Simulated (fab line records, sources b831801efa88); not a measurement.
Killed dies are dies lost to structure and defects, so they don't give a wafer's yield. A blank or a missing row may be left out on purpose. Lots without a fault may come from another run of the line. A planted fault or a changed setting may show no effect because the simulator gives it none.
fab line records | flow sky130
record lots=13 wafers=39 last_day=50
route steps=708 shown GATE_OXIDE@200 SD_N@356 LOCAL_INTERCONNECT@388 CONTACT@406 PAD_OPEN@708
lots that met no fault: from a run of the same line without faults
start_h: hours from the record's first day to the start of the lot's first wafer shown | wait_h: hours since the lot's step before | " the same as in the row above | L1.1+2: a row that stands for several wafers | - no value, or no start given | * or withheld: withheld | < > ~ a bound
route shown NAME@n: a module of which the file shows steps, and the number in the route of the first | usual: mean/standard deviation of fault-free wafers | same: alike in all rows | chamber/n: place in a boat | sites: the reading at each site | _std_site: their standard deviation | _edge_site: outer sites' mean less inner sites' | radius_mm: how far each site lies from the wafer's centre | mask NAME#n: copy n | behind: the tool/chamber that last shaped the wafer | hold: why the lot was held/for how many hours/how that ended | device: the transistor (n, p or np) that didn't switch | end of line: the same wafers' tests at the end of the route | a step without rows: its recipe alone | killed: dies lost to structure and defects at the first sort, not the wafer's yield | map: a wafer's dies, x killed, . not, _ none there
set.NAME: the setting as run; set.NAME@STEP: as run at that earlier step | model.NAME: the simulator's own value behind a step, which no gauge read
steps of the route over a sample of lots; a table a step, a row a wafer
services: from which hour (start_h, from the record's first day; less than 0 if before it) a tool's chamber was out of use, for how many hours, and why
## steps
# step SKY_GATE_OXIDE_STRIP_13
# recipe chemistry=O2/N2 power_w=1400 pressure_mtorr=1500 platen_temp_c=withheld o2_flow_sccm=3000 n2_flow_sccm=300 overash_fraction=0.5
# usual drypump_motor_current_A=5.7/0.39 oes_product_au=0.716/0.0043 strip_time_to_endpoint_s=14.13/0.046
# columns lot.wafer tool chamber start_h wait_h drypump_motor_current_A oes_product_au rf_hours_counter_h strip_time_to_endpoint_s
L979.1 plasma_asher-02 1 298.31 0.0 6.0 0.710 18 14.18
L979.4 " 1 " " 6.0 0.717 - 14.12
L979.6 " 1 " " 6.0 0.720 - 14.13
L980.1 plasma_asher-01 1 307.91 0.0 4.9 0.717 61 14.22
L980.2 " 0 " " 5.6 0.714 61 14.24
L980.5 " 0 " " 5.6 0.716 - 14.20
L981.2 plasma_asher-03 1 324.82 0.0 5.7 0.713 50 14.08
L981.4 " 1 " " 5.8 0.709 - 14.15
L981.5 " 0 " " 5.9 0.716 - 14.05
L983.1 plasma_asher-01 1 337.40 0.0 4.9 0.718 64 14.11
L983.3 " 1 " " 4.9 0.720 - 14.13
L983.5 " 1 " " 4.9 0.713 - 14.10
L985.1 plasma_asher-03 1 354.14 0.0 5.7 0.711 53 14.13
L985.2 " 0 " " 5.9 0.706 53 14.11
L985.4 " 0 " " 5.9 0.720 - 14.13
L987.1 plasma_asher-03 1 367.73 0.0 5.7 0.704 54 14.13
L987.2 " 0 " " 5.9 0.717 54 14.09
L987.4 " 1 " " 5.7 0.706 - 14.08
L990.1 plasma_asher-03 1 397.51 0.0 5.8 0.716 57 14.13
L990.5 " 1 " " 5.7 0.713 - 14.10
L990.6 " 0 " " 5.9 0.711 - 14.11
L992.1 plasma_asher-03 1 407.30 0.0 5.8 0.718 58 14.21
L992.2 " 0 " " 5.9 0.716 58 14.15
L992.3 " 1 " " 5.8 0.719 - 14.17
L991.2 plasma_asher-01 0 407.60 0.0 5.6 0.722 71 14.15
L991.3 " 0 " " 5.6 0.719 - 14.11
L991.4 " 1 " " 4.9 0.716 - 14.15
L997.1 plasma_asher-03 1 485.51 0.0 5.8 0.719 65 14.10
L997.4 " 1 " " 5.7 0.713 - 14.15
L997.6 " 0 " " 5.9 0.721 - 14.14
L998.1 plasma_asher-01 1 488.25 0.0 4.8 0.717 80 14.18
L998.4 " 0 " " 5.6 0.718 - 14.12
L998.6 " 0 " " 5.6 0.719 - 14.14
L100.3 plasma_asher-02 1 494.56 0.0 6.0 0.713 - 14.16
L100.4 " 0 " " 6.0 0.711 - 14.12
L100.5 " 0 " " 6.0 0.719 - 14.14
L101.1 plasma_asher-02 0 504.37 0.0 6.0 0.715 38 14.10
L101.2 " 1 " " 6.0 0.715 38 14.11
L101.3 " 1 " " 6.0 0.708 - 14.12
# step SKY_SD_N_RTA_14
# recipe temp_c=1075 time_s=2 idle_temp_c=650 ramp_up_c_per_s=150 ramp_down_c_per_s=90 ambient=N2
# usual lamp_power_pct=15.73/0.051 wafer_temp_C_max=1078.2/1.3
# columns lot.wafer tool chamber start_h wait_h lamp_power_pct wafer_temp_C_max
L979.1 rtp_anneal-01 0 635.23 0.0 15.73 1077.1
L979.4 " 0 " " 15.62 1079.5
L979.6 " 0 " " 15.76 1078.0
L980.1 rtp_anneal-02 0 641.80 0.0 15.68 1079.5
L980.2 " 0 " " 15.70 1081.0
L980.5 " 0 " " 15.68 1078.1
L981.2 rtp_anneal-01 0 661.76 0.0 15.77 1077.8
L981.4 " 0 " " 15.63 1075.6
L981.5 " 0 " " 15.83 1078.4
L983.1 rtp_anneal-01 0 675.23 0.0 15.71 1077.8
L983.3 " 0 " " 15.66 1077.1
L983.5 " 0 " " 15.73 1078.6
L985.1 rtp_anneal-01 0 695.03 0.0 15.75 1079.9
L985.2 " 0 " " 15.68 1077.1
L985.4 " 0 " " 15.69 1076.8
L987.1 rtp_anneal-01 0 702.86 0.0 15.75 1077.8
L987.2 " 0 " " 15.74 1078.5
L987.4 " 0 " " 15.73 1079.6
L990.1 rtp_anneal-02 0 733.70 0.0 15.63 1078.4
L990.5 " 0 " " 15.74 1076.8
L990.6 " 0 " " 15.80 1079.2
L992.1 rtp_anneal-01 0 744.05 0.0 15.70 1080.2
L992.2 " 0 " " 15.75 1076.3
L992.3 " 0 " " 15.78 1076.3
L991.2 rtp_anneal-02 0 750.66 0.0 15.74 1076.8
L991.3 " 0 " " 15.80 1078.8
L991.4 " 0 " " 15.66 1078.2
L998.1 rtp_anneal-01 0 817.23 0.0 15.76 1077.6
L998.4 " 0 " " 15.65 1078.8
L998.6 " 0 " " 15.75 1077.9
L997.1 rtp_anneal-02 0 817.35 0.0 15.69 1075.7
L997.4 " 0 " " 15.79 1077.3
L997.6 " 0 " " 15.75 1078.0
L100.3 rtp_anneal-01 0 817.56 0.0 15.75 1078.2
L100.4 " 0 " " 15.73 1079.4
L100.5 " 0 " " 15.84 1078.6
L101.1 rtp_anneal-02 0 824.70 0.0 15.72 1080.6
L101.2 " 0 " " 15.77 1079.4
L101.3 " 0 " " 15.67 1074.9
# step SKY_LOCAL_INTERCONNECT_RS_MEAS_01
# recipe thk_meas_gauge=four-point-probe reads=TiN_of_LOCAL_INTERCONNECT_SPUTTER_00
# usual LOCAL_INTERCONNECT_TIN_RS=14.14/0.19
# columns lot.wafer tool chamber start_h wait_h LOCAL_INTERCONNECT_TIN_RS[ohm/sq]
L979.1 film_metro-02 - 669.07 0.0 14.07
L979.4 " - " " 14.27
L979.6 " - " " 14.33
L980.1 film_metro-04 - 672.50 0.0 14.38
L980.2 " - " " 14.24
L980.5 " - " " 14.22
L981.2 film_metro-04 - 691.48 0.1 14.04
L981.4 " - " " 13.97
L981.5 " - " " 14.00
L983.1 film_metro-04 - 704.40 0.1 13.93
L983.3 " - " " 14.10
L983.5 " - " " 14.12
L985.1 film_metro-01 - 724.77 0.0 13.81
L985.2 " - " " 13.95
L985.4 " - " " 13.91
L987.1 film_metro-04 - 732.50 0.0 14.53
L987.2 " - " " 14.32
L987.4 " - " " 14.28
L990.1 film_metro-02 - 763.92 0.0 13.65
L990.5 " - " " 13.90
L990.6 " - " " 13.75
L992.1 film_metro-04 - 773.30 0.0 14.00
L992.2 " - " " 13.98
L992.3 " - " " 13.90
L991.2 film_metro-04 - 780.44 0.1 14.42
L991.3 " - " " 14.23
L991.4 " - " " 14.19
L998.1 film_metro-02 - 846.27 0.0 14.08
L998.4 " - " " 14.10
L998.6 " - " " 14.03
L997.1 film_metro-01 - 846.46 0.0 13.98
L997.4 " - " " 13.78
L997.6 " - " " 13.83
L100.3 film_metro-01 - 847.30 0.1 14.09
L100.4 " - " " 14.04
L100.5 " - " " 13.99
L101.1 film_metro-04 - 853.92 0.0 13.84
L101.2 " - " " 14.03
L101.3 " - " " 13.94
# step SKY_CONTACT_CVD_00
# recipe material=Si3N4 target_thk_nm=75 temp_c=400 time_s=withheld rf_w=450
# usual heater_power_w=677/95
# columns lot.wafer tool chamber start_h wait_h heater_power_w
L979.1 pecvd-03 1 697.69 0.0 879
L979.4 " 1 " " 856
L979.6 " 1 " " 883
L980.1 pecvd-04 2 701.09 0.0 685
L980.2 " 1 " " 617
L980.5 " 1 " " 604
L981.2 pecvd-04 0 719.03 0.0 703
L981.4 " 1 " " 577
L981.5 " 2 " " 656
L983.1 pecvd-01 1 733.74 0.0 587
L983.3 " 0 " " 473
L983.5 " 2 " " 710
L985.1 pecvd-03 1 752.77 0.0 799
L985.2 " 2 " " 727
L985.4 " 0 " " 748
L987.1 pecvd-04 1 759.49 0.0 670
L987.2 " 0 " " 687
L987.4 " 1 " " 658
L990.1 pecvd-04 1 792.34 0.0 680
L990.5 " 0 " " 609
L990.6 " 2 " " 583
L992.1 pecvd-03 2 800.57 0.0 631
L992.2 " 0 " " 751
L992.3 " 1 " " 802
L991.2 pecvd-04 1 808.30 0.0 609
L991.3 " 2 " " 623
L991.4 " 1 " " 599
L998.1 pecvd-03 2 873.54 0.0 643
L998.4 " 2 " " 659
L998.6 " 2 " " 674
L997.1 pecvd-01 2 873.89 0.0 607
L997.4 " 0 " " 526
L997.6 " 0 " " 537
L100.3 pecvd-03 1 874.46 0.0 752
L100.4 " 2 " " 744
L100.5 " 1 " " 774
L101.1 pecvd-01 0 881.09 0.0 497
L101.2 " 1 " " 630
L101.3 " 2 " " 725
# step SKY_PAD_OPEN_PROBE_99
# usual killed_at_M0_to_M3=43/6.2 killed_at_M4_up=2.8/1.7 killed_at_contacts=24/4.8 killed_at_front_end=15/4.3 killed_at_other=0.3/0.55 killed_dies=85/8.4 killed_open=46/6.7 killed_short=38/6.2
# same gross_dies=492 killed_at_back_side=0
# columns lot.wafer tool chamber start_h wait_h hold killed_at_M0_to_M3 killed_at_M4_up killed_at_contacts killed_at_front_end killed_at_other killed_dies killed_open killed_short
L979.1 prober-01 - 1067.45 0.1 - 44 2 17 14 0 77 45 32
L979.4 prober-01 - 1067.60 0.2 - 27 5 20 16 0 68 40 28
L979.6 prober-01 - 1067.70 0.2 - 46 2 33 10 1 92 58 34
L980.1 prober-02 - 1071.23 0.1 - 49 3 20 13 0 85 53 32
L980.2 prober-02 - 1071.28 0.1 - 40 5 23 13 0 81 45 36
L980.5 prober-02 - 1071.43 0.2 - 51 2 17 10 1 81 47 34
L981.2 prober-01 - 1082.64 0.1 - 38 5 26 12 0 81 43 38
L981.4 prober-01 - 1082.74 0.2 - 50 4 28 21 0 103 53 50
L981.5 prober-01 - 1082.79 0.2 - 42 5 29 13 0 89 38 51
L983.1 prober-01 - 1097.33 0.1 - 33 4 20 29 0 86 41 44
L983.3 prober-01 - 1097.43 0.2 - 46 4 30 12 0 92 46 46
L983.5 prober-01 - 1097.53 0.2 - 42 5 24 11 1 83 44 39
L985.1 prober-01 - 1107.49 0.1 - 41 0 28 12 0 81 47 34
L985.2 prober-01 - 1107.54 0.1 - 47 3 34 10 0 94 55 39
L985.4 prober-01 - 1107.64 0.2 - 54 2 17 14 0 87 41 45
L987.1 prober-01 - 1116.57 0.1 - 41 3 23 20 0 87 51 36
L987.2 prober-01 - 1116.62 0.1 - 38 3 26 26 0 93 57 36
L987.4 prober-01 - 1116.72 0.2 - 45 3 31 18 0 97 63 34
L990.1 prober-02 - 1140.96 0.1 await_dispo/5.4h/release 47 2 19 44 0 112 50 38
L990.5 prober-02 - 1141.16 0.2 await_dispo/5.4h/release 43 5 21 41 0 110 50 36
L990.6 prober-02 - 1141.21 0.2 await_dispo/5.4h/release 48 1 24 63 0 136 44 46
L992.1 prober-01 - 1145.28 0.1 await_dispo/2.2h/release 34 1 23 47 0 105 44 37
L992.2 prober-01 - 1145.33 0.1 await_dispo/2.2h/release 44 2 20 56 0 122 50 28
L992.3 prober-01 - 1145.38 0.2 await_dispo/2.2h/release 46 1 20 28 0 95 44 32
L991.2 prober-02 - 1146.11 0.1 - 43 4 22 14 2 85 43 41
L991.3 prober-02 - 1146.16 0.2 - 47 2 26 13 1 89 54 34
L991.4 prober-02 - 1146.21 0.2 - 39 2 32 16 2 91 56 33
L998.1 prober-01 - 1193.59 0.1 - 33 6 29 19 0 87 46 41
L998.4 prober-01 - 1193.74 0.2 - 47 1 18 12 0 78 51 27
L998.6 prober-01 - 1193.84 0.2 - 48 4 13 19 1 85 49 35
L997.1 prober-02 - 1194.37 0.1 - 35 7 31 12 0 85 49 36
L997.4 prober-02 - 1194.52 0.2 - 33 2 28 14 0 77 39 38
L997.6 prober-02 - 1194.62 0.2 - 35 2 19 13 0 69 43 26
L100.3 prober-01 - 1195.19 0.2 - 44 1 24 13 0 82 48 34
L100.4 prober-01 - 1195.24 0.2 - 40 1 18 16 0 75 41 34
L100.5 prober-01 - 1195.29 0.2 - 40 5 24 17 1 87 41 46
L101.1 prober-01 - 1202.80 0.1 - 52 5 21 14 0 92 48 44
L101.2 prober-01 - 1202.85 0.1 - 47 1 16 13 0 77 40 37
L101.3 prober-01 - 1202.90 0.2 - 45 4 26 22 0 97 55 42
# killed by level:class
L979.1 VIA1:geometric_particle:open=12 CONTACT:geometric_particle:open=8 VIA3:geometric_particle:open=8 CONTACT:geometric_particle:short=6 VIA2:geometric_particle:open=6 VIA2:geometric_particle:short=5 FIELD_ISO:geometric_particle:short=3 FIELD_ISO:geometric_particle:open=3
L979.4 CONTACT:geometric_particle:open=7 VIA3:geometric_particle:open=6 VIA2:geometric_particle:open=6 LI_CONTACT:geometric_particle:open=5 VIA1:geometric_particle:open=5 FIELD_ISO:geometric_particle:short=4 POLY_GATE:geometric_particle:open=4 LOCAL_INTERCONNECT:geometric_particle:short=4
L979.6 VIA1:geometric_particle:open=20 CONTACT:geometric_particle:open=17 LI_CONTACT:geometric_particle:open=6 CONTACT:geometric_particle:short=5 LOCAL_INTERCONNECT:geometric_particle:short=5 VIA1:geometric_particle:short=4 METAL2:geometric_particle:short=4 VIA2:geometric_particle:open=4
L980.1 VIA1:geometric_particle:open=12 CONTACT:geometric_particle:open=11 VIA3:geometric_particle:open=11 FIELD_ISO:geometric_particle:short=6 VIA1:geometric_particle:short=5 LI_CONTACT:geometric_particle:open=4 VIA2:geometric_particle:short=4 VIA2:geometric_particle:open=4
L980.2 VIA1:geometric_particle:open=11 LI_CONTACT:geometric_particle:open=9 VIA1:geometric_particle:short=7 CONTACT:geometric_particle:open=6 FIELD_ISO:geometric_particle:short=5 VIA3:geometric_particle:open=5 POLY_GATE:geometric_particle:open=4 CONTACT:geometric_particle:short=4
L980.5 VIA2:geometric_particle:open=9 VIA1:geometric_particle:open=9 METAL2:geometric_particle:short=8 CONTACT:geometric_particle:open=7 VIA1:geometric_particle:short=5 VIA3:geometric_particle:open=5 FIELD_ISO:geometric_particle:short=3 FIELD_ISO:geometric_particle:open=3
L981.2 VIA1:geometric_particle:open=8 CONTACT:geometric_particle:open=7 LI_CONTACT:geometric_particle:open=7 VIA1:geometric_particle:short=7 VIA3:geometric_particle:open=4 LOCAL_INTERCONNECT:geometric_particle:short=4 METAL2:geometric_particle:short=4 FIELD_ISO:geometric_particle:open=3
L981.4 VIA1:geometric_particle:open=11 VIA3:geometric_particle:open=10 CONTACT:geometric_particle:open=7 METAL2:geometric_particle:short=7 FIELD_ISO:geometric_particle:open=6 CONTACT:geometric_particle:short=6 LI_CONTACT:geometric_particle:open=6 METAL1:geometric_particle:short=6
L981.5 VIA1:geometric_particle:open=11 FIELD_ISO:geometric_particle:short=8 CONTACT:geometric_particle:short=8 METAL1:geometric_particle:short=7 LI_CONTACT:geometric_particle:open=7 METAL2:geometric_particle:short=7 VIA2:geometric_particle:open=5 LOCAL_INTERCONNECT:geometric_particle:short=5
L983.1 FIELD_ISO:geometric_particle:short=12 POLY_GATE:geometric_particle:open=9 VIA1:geometric_particle:open=8 CONTACT:geometric_particle:open=6 VIA3:geometric_particle:open=6 METAL2:geometric_particle:short=5 LI_CONTACT:geometric_particle:open=5 CONTACT:geometric_particle:short=5
L983.3 CONTACT:geometric_particle:open=12 CONTACT:geometric_particle:short=10 VIA1:geometric_particle:open=10 FIELD_ISO:geometric_particle:open=7 METAL2:geometric_particle:short=7 VIA1:geometric_particle:short=6 METAL3:geometric_particle:short=4 VIA2:geometric_particle:open=4
L983.5 VIA1:geometric_particle:open=12 CONTACT:geometric_particle:open=8 METAL1:geometric_particle:short=6 VIA3:geometric_particle:open=6 LI_CONTACT:geometric_particle:open=5 LOCAL_INTERCONNECT:geometric_particle:short=5 CONTACT:geometric_particle:short=5 POLY_GATE:geometric_particle:open=4
L985.1 VIA1:geometric_particle:open=12 VIA3:geometric_particle:open=12 CONTACT:geometric_particle:short=9 CONTACT:geometric_particle:open=9 METAL2:geometric_particle:short=6 LI_CONTACT:geometric_particle:open=4 FIELD_ISO:geometric_particle:short=3 LOCAL_INTERCONNECT:geometric_particle:short=3
L985.2 VIA1:geometric_particle:open=11 LI_CONTACT:geometric_particle:open=10 CONTACT:geometric_particle:open=8 VIA3:geometric_particle:open=8 VIA1:geometric_particle:short=5 LOCAL_INTERCONNECT:geometric_particle:short=5 CONTACT:geometric_particle:short=5 METAL1:geometric_particle:short=5
L985.4 VIA1:geometric_particle:open=11 VIA2:geometric_particle:open=10 METAL1:geometric_particle:short=6 CONTACT:geometric_particle:open=5 VIA1:geometric_particle:short=5 VIA3:geometric_particle:open=5 FIELD_ISO:geometric_particle:short=4 VIA3:geometric_particle:short=4
L987.1 LI_CONTACT:geometric_particle:open=9 VIA1:geometric_particle:open=8 VIA3:geometric_particle:open=7 POLY_GATE:geometric_particle:open=7 CONTACT:geometric_particle:short=7 VIA2:geometric_particle:open=7 METAL1:geometric_particle:short=4 CONTACT:geometric_particle:open=4
L987.2 LI_CONTACT:geometric_particle:open=10 VIA1:geometric_particle:open=8 CONTACT:geometric_particle:open=8 FIELD_ISO:geometric_particle:open=7 VIA2:geometric_particle:open=7 POLY_GATE:geometric_particle:short=6 VIA3:geometric_particle:open=6 VIA3:geometric_particle:short=5
L987.4 CONTACT:geometric_particle:open=13 LI_CONTACT:geometric_particle:open=11 VIA2:geometric_particle:open=11 VIA1:geometric_particle:open=10 POLY_GATE:geometric_particle:open=7 VIA3:geometric_particle:open=6 VIA1:geometric_particle:short=5 FIELD_ISO:geometric_particle:short=4
L990.1 GATE_OXIDE:unspecified=24 CONTACT:geometric_particle:open=9 METAL1:geometric_particle:short=9 VIA1:geometric_particle:open=8 VIA2:geometric_particle:open=6 FIELD_ISO:geometric_particle:open=5 METAL2:geometric_particle:short=5 LI_CONTACT:geometric_particle:open=4
L990.5 GATE_OXIDE:unspecified=24 VIA1:geometric_particle:open=13 CONTACT:geometric_particle:open=8 LI_CONTACT:geometric_particle:open=7 VIA1:geometric_particle:short=5 METAL1:geometric_particle:short=5 METAL2:geometric_particle:short=4 VIA3:geometric_particle:open=4
L990.6 GATE_OXIDE:unspecified=46 CONTACT:geometric_particle:open=10 METAL1:geometric_particle:short=7 LI_CONTACT:geometric_particle:open=7 METAL2:geometric_particle:short=7 VIA2:geometric_particle:open=6 POLY_GATE:geometric_particle:short=5 CONTACT:geometric_particle:short=5
L992.1 GATE_OXIDE:unspecified=24 FIELD_ISO:geometric_particle:open=10 VIA1:geometric_particle:open=10 CONTACT:geometric_particle:open=8 FIELD_ISO:geometric_particle:short=6 METAL1:geometric_particle:short=5 LI_CONTACT:geometric_particle:open=4 LOCAL_INTERCONNECT:geometric_particle:short=4
L992.2 GATE_OXIDE:unspecified=43 VIA1:geometric_particle:open=13 CONTACT:geometric_particle:open=8 VIA2:geometric_particle:open=8 METAL2:geometric_particle:short=6 FIELD_ISO:geometric_particle:open=5 VIA3:geometric_particle:open=5 LI_CONTACT:geometric_particle:open=4
L992.3 GATE_OXIDE:unspecified=19 LI_CONTACT:geometric_particle:open=11 VIA1:geometric_particle:open=11 VIA1:geometric_particle:short=6 METAL1:geometric_particle:short=6 VIA3:geometric_particle:open=6 METAL2:geometric_particle:short=6 CONTACT:geometric_particle:open=4
L991.2 VIA1:geometric_particle:open=13 LOCAL_INTERCONNECT:geometric_particle:short=6 POLY_GATE:geometric_particle:open=5 LI_CONTACT:geometric_particle:open=5 LI_CONTACT:geometric_particle:short=4 METAL1:geometric_particle:short=4 VIA1:geometric_particle:short=4 VIA2:geometric_particle:open=4
L991.3 CONTACT:geometric_particle:open=9 VIA2:geometric_particle:open=9 VIA1:geometric_particle:open=8 VIA3:geometric_particle:open=8 POLY_GATE:geometric_particle:short=6 LI_CONTACT:geometric_particle:open=5 LOCAL_INTERCONNECT:geometric_particle:open=4 METAL1:geometric_particle:short=4
L991.4 CONTACT:geometric_particle:open=13 VIA1:geometric_particle:open=11 LI_CONTACT:geometric_particle:open=9 FIELD_ISO:geometric_particle:open=7 METAL2:geometric_particle:short=6 VIA2:geometric_particle:open=5 METAL1:geometric_particle:short=5 FIELD_ISO:geometric_particle:short=4
L998.1 LI_CONTACT:geometric_particle:open=10 CONTACT:geometric_particle:open=7 METAL1:geometric_particle:short=7 VIA3:geometric_particle:open=7 VIA1:geometric_particle:open=6 CONTACT:geometric_particle:short=5 METAL4:geometric_particle:short=5 FIELD_ISO:geometric_particle:open=4
L998.4 VIA1:geometric_particle:open=13 VIA3:geometric_particle:open=8 LI_CONTACT:geometric_particle:open=7 CONTACT:geometric_particle:open=6 VIA2:geometric_particle:open=5 POLY_GATE:geometric_particle:short=4 METAL1:geometric_particle:short=4 METAL1:geometric_particle:open=4
L998.6 VIA3:geometric_particle:open=10 VIA1:geometric_particle:open=7 VIA2:geometric_particle:open=5 CONTACT:geometric_particle:open=5 FIELD_ISO:geometric_particle:short=4 POLY_GATE:geometric_particle:short=4 LI_CONTACT:geometric_particle:open=4 VIA2:geometric_particle:short=4
L997.1 CONTACT:geometric_particle:open=10 VIA1:geometric_particle:open=9 CONTACT:geometric_particle:short=8 LI_CONTACT:geometric_particle:open=7 VIA2:geometric_particle:open=6 FIELD_ISO:geometric_particle:open=5 VIA2:geometric_particle:short=4 POLY_GATE:geometric_particle:open=3
L997.4 CONTACT:geometric_particle:open=10 VIA2:geometric_particle:open=8 VIA1:geometric_particle:open=7 CONTACT:geometric_particle:short=6 LOCAL_INTERCONNECT:geometric_particle:short=5 LI_CONTACT:geometric_particle:short=4 METAL1:geometric_particle:short=4 METAL2:geometric_particle:short=4
L997.6 CONTACT:geometric_particle:open=10 VIA1:geometric_particle:open=7 LI_CONTACT:geometric_particle:open=6 VIA3:geometric_particle:open=6 METAL1:geometric_particle:short=5 VIA1:geometric_particle:short=4 VIA2:geometric_particle:open=4 METAL2:geometric_particle:short=4
L100.3 LI_CONTACT:geometric_particle:open=11 VIA2:geometric_particle:open=8 VIA3:geometric_particle:open=8 POLY_GATE:geometric_particle:open=6 VIA1:geometric_particle:open=6 CONTACT:geometric_particle:open=5 METAL1:geometric_particle:short=5 METAL3:geometric_particle:short=5
L100.4 VIA1:geometric_particle:open=11 VIA3:geometric_particle:open=7 POLY_GATE:geometric_particle:open=5 LOCAL_INTERCONNECT:geometric_particle:short=5 VIA2:geometric_particle:open=5 METAL1:geometric_particle:short=4 FIELD_ISO:geometric_particle:open=3 SPACER:geometric_particle:short=3
L100.5 VIA1:geometric_particle:open=9 METAL1:geometric_particle:short=8 LI_CONTACT:geometric_particle:open=7 VIA3:geometric_particle:open=7 LOCAL_INTERCONNECT:geometric_particle:short=6 METAL3:geometric_particle:short=5 CONTACT:geometric_particle:open=4 METAL4:geometric_particle:short=4
L101.1 VIA1:geometric_particle:open=11 LI_CONTACT:geometric_particle:open=7 VIA2:geometric_particle:open=7 VIA3:geometric_particle:open=7 CONTACT:geometric_particle:open=6 VIA2:geometric_particle:short=6 METAL2:geometric_particle:short=6 CONTACT:geometric_particle:short=5
L101.2 VIA3:geometric_particle:open=9 VIA1:geometric_particle:open=7 CONTACT:geometric_particle:short=6 METAL1:geometric_particle:short=6 VIA2:geometric_particle:open=6 FIELD_ISO:geometric_particle:open=5 LI_CONTACT:geometric_particle:open=5 METAL2:geometric_particle:short=5
L101.3 CONTACT:geometric_particle:open=13 VIA1:geometric_particle:open=11 VIA1:geometric_particle:short=9 POLY_GATE:geometric_particle:short=7 POLY_GATE:geometric_particle:open=6 LI_CONTACT:geometric_particle:open=6 VIA3:geometric_particle:open=5 FIELD_ISO:geometric_particle:open=4
## services
# columns tool chamber start_h hours kind
pecvd-03 - 287.77 50.1 repair
rtp_anneal-01 - 304.54 4.4 pm
pecvd-04 1 305.99 3.3 repair
pecvd-04 0 308.33 13.6 repair
plasma_asher-03 - 323.88 0.4 repair
pecvd-03 - 337.83 5.5 pm
pecvd-03 0 381.63 20.0 repair
plasma_asher-03 - 421.36 11.0 repair
pecvd-03 2 425.80 15.4 repair
pecvd-04 0 436.35 10.5 repair
pecvd-03 - 483.20 1.5 repair
pecvd-04 0 508.55 7.4 repair
pecvd-03 - 512.52 4.3 pm
pecvd-03 - 519.02 14.6 pm
plasma_asher-03 - 538.81 2.8 pm
pecvd-03 2 544.16 2.9 repair
pecvd-03 1 554.29 8.0 repair
pecvd-04 - 568.35 2.6 repair
pecvd-04 - 572.62 0.7 repair
plasma_asher-03 - 613.69 2.4 repair
pecvd-04 - 631.01 1.4 repair
plasma_asher-03 - 661.32 14.6 pm
pecvd-04 - 671.80 6.0 pm
rtp_anneal-01 - 762.61 1.2 pm
## key
first_sign step=SKY_PAD_OPEN_PROBE_99 reading=killed_at_front_end direction=up sigmas=7.4 usual=15 struck=46
effect step=SKY_PAD_OPEN_PROBE_99 reading=killed_dies direction=up sigmas=3.4 usual=85 struck=113
met_at SKY_GATE_OXIDE_STRIP_13
struck_lots L990,L992
tester_left_out L990,L992
not_acting_at SKY_SD_N_RTA_14,SKY_LOCAL_INTERCONNECT_RS_MEAS_01,SKY_CONTACT_CVD_00
onset_between 367.73 397.51
fault kind=chamber_particle_source tool=plasma_asher-03 chamber=- onset_h=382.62 steps=SKY_GATE_OXIDE_STRIP_13 rate_per_visit_cm2=0.40397 end_h=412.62
# tester_left_out: of these lots the tester's yield and bins aren't shown, on N5 and GAA mostly nor the transistor test; their killed dies are dies lost to structure and defects alone, not to doping, threshold or leakage, so they don't give the yield
